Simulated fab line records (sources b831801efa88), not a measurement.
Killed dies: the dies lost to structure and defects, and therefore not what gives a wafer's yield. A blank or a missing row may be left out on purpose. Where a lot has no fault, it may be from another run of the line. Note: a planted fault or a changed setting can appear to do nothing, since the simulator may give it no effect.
Shared-tool check | flow sky130 | Sample size 15 lots and 45 wafers

## WHY IT WAS OPENED
Of 15 lots, 3 have the reading VT_ADJUST_PCH_TW flagged at SKY_VT_ADJUST_PCH_TW_MEAS_10. Wafers without a fault read 142.9, standard deviation 0.64.
Rule: a lot is flagged in two cases, either no wafer of it has a number, or all its wafers with numbers fall more than 4 standard deviations from that mean. The rest of the lots are taken to be sound.

lot  | measured     | on           | VT_ADJUST_PCH_TW, wafer by wafer | flag
L605 | day 11 01:40 | filmMetro-04 | 142.9 142.1 143.1                | 
L606 | day 11 14:00 | filmMetro-01 | 142.5 142.9 142.8                | 
L607 | day 11 20:28 | filmMetro-04 | 141.8 142.0 142.2                | 
L609 | day 12 16:29 | filmMetro-02 | 143.3 143.8 142.4                | 
L610 | day 13 01:08 | filmMetro-01 | 141.6 142.6 142.8                | 
L611 | day 13 03:50 | filmMetro-02 | 142.5 142.9 142.6                | 
L612 | day 13 12:23 | filmMetro-02 | 143.9 143.2 142.3                | 
L613 | day 14 00:41 | filmMetro-02 | 143.2 143.8 143.2                | 
L614 | day 14 05:38 | filmMetro-04 | 142.6 142.4 142.6                | 
L615 | day 14 10:53 | filmMetro-02 | 144.4 143.7 143.1                | 
L616 | day 14 22:16 | filmMetro-04 | 30.0 29.8 30.0                   | FLAGGED
L617 | day 15 07:05 | filmMetro-02 | 30.1 30.3 30.2                   | FLAGGED
L618 | day 15 12:26 | filmMetro-01 | 30.0 30.2 30.0                   | FLAGGED
L625 | day 17 23:32 | filmMetro-01 | 142.9 142.1 143.2                | 
L626 | day 18 09:50 | filmMetro-04 | 142.0 142.2 142.9                | 
On average the flagged lots read 30.1, which is -112.8 against the usual, or -99 or more standard deviations.

## EACH LOT AND THE TOOL IT RAN ON
Before the reading, the record contains 2 process steps out of a 708-step route. Each cell gives the tool, then ch followed by the chambers the sampled wafers passed through, then the start.
lot  | flag    | SKY_VT_ADJUST_PCH_IMPLANT_08    | SKY_VT_ADJUST_PCH_STRIP_09
L605 |         | implanter-01 ch 0, day 11 01:27 | plasmaAsher-04 ch 0,1, day 11 01:34
L606 |         | implanter-02 ch 0, day 11 13:47 | plasmaAsher-03 ch 0,1, day 11 13:55
L607 |         | implanter-04 ch 0, day 11 20:15 | plasmaAsher-02 ch 0,1, day 11 20:22
L609 |         | implanter-04 ch 0, day 12 16:14 | plasmaAsher-03 ch 0,1, day 12 16:23
L610 |         | implanter-01 ch 0, day 13 00:53 | plasmaAsher-02 ch 0,1, day 13 01:02
L611 |         | implanter-01 ch 0, day 13 03:35 | plasmaAsher-03 ch 0,1, day 13 03:44
L612 |         | implanter-02 ch 0, day 13 12:08 | plasmaAsher-04 ch 0,1, day 13 12:17
L613 |         | implanter-02 ch 0, day 14 00:26 | plasmaAsher-03 ch 0, day 14 00:35
L614 |         | implanter-02 ch 0, day 14 05:23 | plasmaAsher-03 ch 0,1, day 14 05:32
L615 |         | implanter-04 ch 0, day 14 10:39 | plasmaAsher-02 ch 0,1, day 14 10:47
L616 | FLAGGED | implanter-02, day 14 22:03      | plasmaAsher-02 ch 0,1, day 14 22:10
L617 | FLAGGED | implanter-01, day 15 06:50      | plasmaAsher-02 ch 0,1, day 15 06:59
L618 | FLAGGED | implanter-04, day 15 12:11      | plasmaAsher-04 ch 0,1, day 15 12:20
L625 |         | implanter-02 ch 0, day 17 23:18 | plasmaAsher-04 ch 0,1, day 17 23:26
L626 |         | implanter-02 ch 0, day 18 09:35 | plasmaAsher-03 ch 0,1, day 18 09:44
What is done by these steps:
- SKY_VT_ADJUST_PCH_IMPLANT_08
- SKY_VT_ADJUST_PCH_STRIP_09: strips in O2/N2.
- SKY_VT_ADJUST_PCH_TW_MEAS_10

## FLAGGED AGAINST TOTAL, ONE TOOL AT A TIME (gauges that did the reading follow at the end)
step                         | tool           | lots run | flagged | share of the flagged lots | sound lots run after its first flagged lot
SKY_VT_ADJUST_PCH_IMPLANT_08 | implanter-01   | 4        | 1       | some                      | 0
SKY_VT_ADJUST_PCH_IMPLANT_08 | implanter-02   | 7        | 1       | some                      | 2 (L625,L626)
SKY_VT_ADJUST_PCH_IMPLANT_08 | implanter-04   | 4        | 1       | some                      | 0
SKY_VT_ADJUST_PCH_STRIP_09   | plasmaAsher-02 | 5        | 2       | some                      | 0
SKY_VT_ADJUST_PCH_STRIP_09   | plasmaAsher-03 | 6        | 0       | none                      | -
SKY_VT_ADJUST_PCH_STRIP_09   | plasmaAsher-04 | 4        | 1       | some                      | 1 (L625)
SKY_VT_ADJUST_PCH_TW_MEAS_10 | filmMetro-01   | 4        | 1       | some                      | 1 (L625)
SKY_VT_ADJUST_PCH_TW_MEAS_10 | filmMetro-02   | 6        | 1       | some                      | 0
SKY_VT_ADJUST_PCH_TW_MEAS_10 | filmMetro-04   | 5        | 1       | some                      | 1 (L626)

## THE TABLE: WHAT IT ALLOWS
No row of the table ran every flagged lot.

## WHAT THE SIMULATOR PUT IN
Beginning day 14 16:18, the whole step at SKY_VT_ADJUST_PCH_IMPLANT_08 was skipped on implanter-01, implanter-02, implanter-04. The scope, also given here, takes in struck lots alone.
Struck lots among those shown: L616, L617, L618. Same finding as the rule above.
